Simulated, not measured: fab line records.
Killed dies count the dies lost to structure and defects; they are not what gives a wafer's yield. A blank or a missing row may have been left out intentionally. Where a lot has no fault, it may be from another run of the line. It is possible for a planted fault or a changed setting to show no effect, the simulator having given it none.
Which tool did it? / flow gf180mcu / 39 wafers from 13 lots sampled at 3 of the route's 602 steps

== WHAT THE GAUGES SHOWED, per wafer ==
GF_DNWELL_TW_MEAS_09.
lot=L502; measured=day 2 18:13; on=film_metro-02; DNWELL_TW=1371 1374 1382
lot=L503; measured=day 2 23:18; on=film_metro-02; DNWELL_TW=1370 1371 1368
lot=L504; measured=day 3 04:52; on=film_metro-02; DNWELL_TW=1371 1375 1373
lot=L505; measured=day 3 08:50; on=film_metro-02; DNWELL_TW=1372 1368 1375
lot=L506; measured=day 3 18:52; on=film_metro-02; DNWELL_TW=1379 1378 1372
lot=L507; measured=day 3 21:46; on=film_metro-03; DNWELL_TW=1355 1353 1347
lot=L508; measured=day 4 01:45; on=film_metro-03; DNWELL_TW=1344 1338 1353
lot=L509; measured=day 4 08:51; on=film_metro-03; DNWELL_TW=1348 1347 1352
lot=L514; measured=day 5 11:00; on=film_metro-01; DNWELL_TW=1345 1346 1345
lot=L516; measured=day 5 22:17; on=film_metro-01; DNWELL_TW=1329 1329 1334
lot=L517; measured=day 6 03:23; on=film_metro-01; DNWELL_TW=1331 1334 1338
lot=L521; measured=day 6 23:25; on=film_metro-02; DNWELL_TW=1364 1365 1371
lot=L524; measured=day 7 15:17; on=film_metro-01; DNWELL_TW=1342 1334 1335

GF_VT_IMPLANT_OVL_MEAS_18.
lot=L502; measured=day 6 05:37; on=overlay-01; VT_IMPLANT_01_OVL (nm)=-1.2 0.1 -0.6
lot=L503; measured=day 6 09:12; on=overlay-01; VT_IMPLANT_01_OVL (nm)=-1.0 -2.7 -1.0
lot=L504; measured=day 6 17:34; on=overlay-02; VT_IMPLANT_01_OVL (nm)=0.3 1.6 1.8
lot=L505; measured=day 6 22:32; on=overlay-02; VT_IMPLANT_01_OVL (nm)=-0.7 0.0 0.7
lot=L506; measured=day 7 10:13; on=overlay-02; VT_IMPLANT_01_OVL (nm)=-0.5 0.5 -1.5
lot=L507; measured=day 7 15:40; on=overlay-01; VT_IMPLANT_01_OVL (nm)=0.2 -0.1 -0.4
lot=L508; measured=day 7 18:34; on=overlay-02; VT_IMPLANT_01_OVL (nm)=0.3 -1.5 -0.9
lot=L509; measured=day 8 02:40; on=overlay-01; VT_IMPLANT_01_OVL (nm)=-0.8 0.5 -2.4
lot=L514; measured=day 9 09:33; on=overlay-02; VT_IMPLANT_01_OVL (nm)=0.8 2.7 2.3
lot=L516; measured=day 10 00:09; on=overlay-02; VT_IMPLANT_01_OVL (nm)=2.1 3.0 0.8
lot=L517; measured=day 10 07:18; on=overlay-01; VT_IMPLANT_01_OVL (nm)=-0.1 -0.7 -1.2
lot=L521; measured=day 11 06:46; on=overlay-01; VT_IMPLANT_01_OVL (nm)=-2.2 0.7 -1.5
lot=L524; measured=day 12 00:22; on=overlay-01; VT_IMPLANT_01_OVL (nm)=0.3 -1.1 0.0

== TOOL THAT RAN EACH LOT (tool first, then ch and the chambers of the sampled wafers, then the start) ==
lot=L502; GF_STI_CMP_25=cmp-02 ch 1,2, day 2 03:05
lot=L503; GF_STI_CMP_25=cmp-01 ch 1,2,3, day 2 08:23
lot=L504; GF_STI_CMP_25=cmp-02 ch 1,2, day 2 13:32
lot=L505; GF_STI_CMP_25=cmp-01 ch 1,3, day 2 17:55
lot=L506; GF_STI_CMP_25=cmp-02 ch 1,2,3, day 3 02:29
lot=L507; GF_STI_CMP_25=cmp-01 ch 1,2,3, day 3 06:30
lot=L508; GF_STI_CMP_25=cmp-02 ch 0,1,3, day 3 10:07
lot=L509; GF_STI_CMP_25=cmp-02 ch 0,2,3, day 3 17:02
lot=L514; GF_STI_CMP_25=cmp-02 ch 0,1,2, day 4 18:32
lot=L516; GF_STI_CMP_25=cmp-01 ch 1,2,3, day 5 05:11
lot=L517; GF_STI_CMP_25=cmp-01 ch 1,2,3, day 5 10:21
lot=L521; GF_STI_CMP_25=cmp-01 ch 0,1,3, day 6 04:33
lot=L524; GF_STI_CMP_25=cmp-02 ch 0,1,3, day 6 21:08
- GF_STI_CMP_25: polishes, stops on Si3N4, t overpolish 33 s, target thk 524.6 nm.

== WHAT THE TOOLS THEMSELVES READ (means of the sampled wafers that have a number; where no wafer has one, the mark that the record gives instead) ==
GF_STI_CMP_25.
lot=L502; tool=cmp-02; motor_current_A (A)=11.3; overpolish_run_s (s)=33.005; time_to_endpoint_s (s)=128
lot=L503; tool=cmp-01; motor_current_A (A)=11.8; overpolish_run_s (s)=33.000; time_to_endpoint_s (s)=127
lot=L504; tool=cmp-02; motor_current_A (A)=11.0; overpolish_run_s (s)=32.998; time_to_endpoint_s (s)=126
lot=L505; tool=cmp-01; motor_current_A (A)=12.2; overpolish_run_s (s)=33.005; time_to_endpoint_s (s)=126
lot=L506; tool=cmp-02; motor_current_A (A)=12.0; overpolish_run_s (s)=33.010; time_to_endpoint_s (s)=125
lot=L507; tool=cmp-01; motor_current_A (A)=11.7; overpolish_run_s (s)=33.011; time_to_endpoint_s (s)=124
lot=L508; tool=cmp-02; motor_current_A (A)=12.0; overpolish_run_s (s)=32.999; time_to_endpoint_s (s)=123
lot=L509; tool=cmp-02; motor_current_A (A)=12.2; overpolish_run_s (s)=32.997; time_to_endpoint_s (s)=126
lot=L514; tool=cmp-02; motor_current_A (A)=11.4; overpolish_run_s (s)=32.998; time_to_endpoint_s (s)=124
lot=L516; tool=cmp-01; motor_current_A (A)=11.7; overpolish_run_s (s)=33.008; time_to_endpoint_s (s)=123
lot=L517; tool=cmp-01; motor_current_A (A)=11.5; overpolish_run_s (s)=33.005; time_to_endpoint_s (s)=119
lot=L521; tool=cmp-01; motor_current_A (A)=12.1; overpolish_run_s (s)=32.997; time_to_endpoint_s (s)=127
lot=L524; tool=cmp-02; motor_current_A (A)=11.9; overpolish_run_s (s)=32.999; time_to_endpoint_s (s)=128

== THE ANSWER, worked out from the rows above alone ==
Rule: the lots themselves supply what counts as usual. The widest of any qualifying gaps counts: lots, ordered by their means at a reading, are off when they make up no more than a third of the lots, leave a main group of 4 or more, and stand apart from it by 3 or more times the standard deviation of that group's means. The tables above print the reading to a certain number of digits; a main group whose means all agree to those digits is not used. A lot without any number at a reading at which 4 lots or more have one is off too. Any other lot the step has rows for is counted as sound. Order of review: gauges by route order, followed by the tools' own readings, for which a lot's mean as printed above is used. The first step at which some lot is off is used, and at that step the reading that is off furthest; a lot without a number counts as furthest.
Nothing can be told from this: no lot is off at any reading shown.

== WHAT HAD BEEN PUT IN BY THE SIMULATOR ==
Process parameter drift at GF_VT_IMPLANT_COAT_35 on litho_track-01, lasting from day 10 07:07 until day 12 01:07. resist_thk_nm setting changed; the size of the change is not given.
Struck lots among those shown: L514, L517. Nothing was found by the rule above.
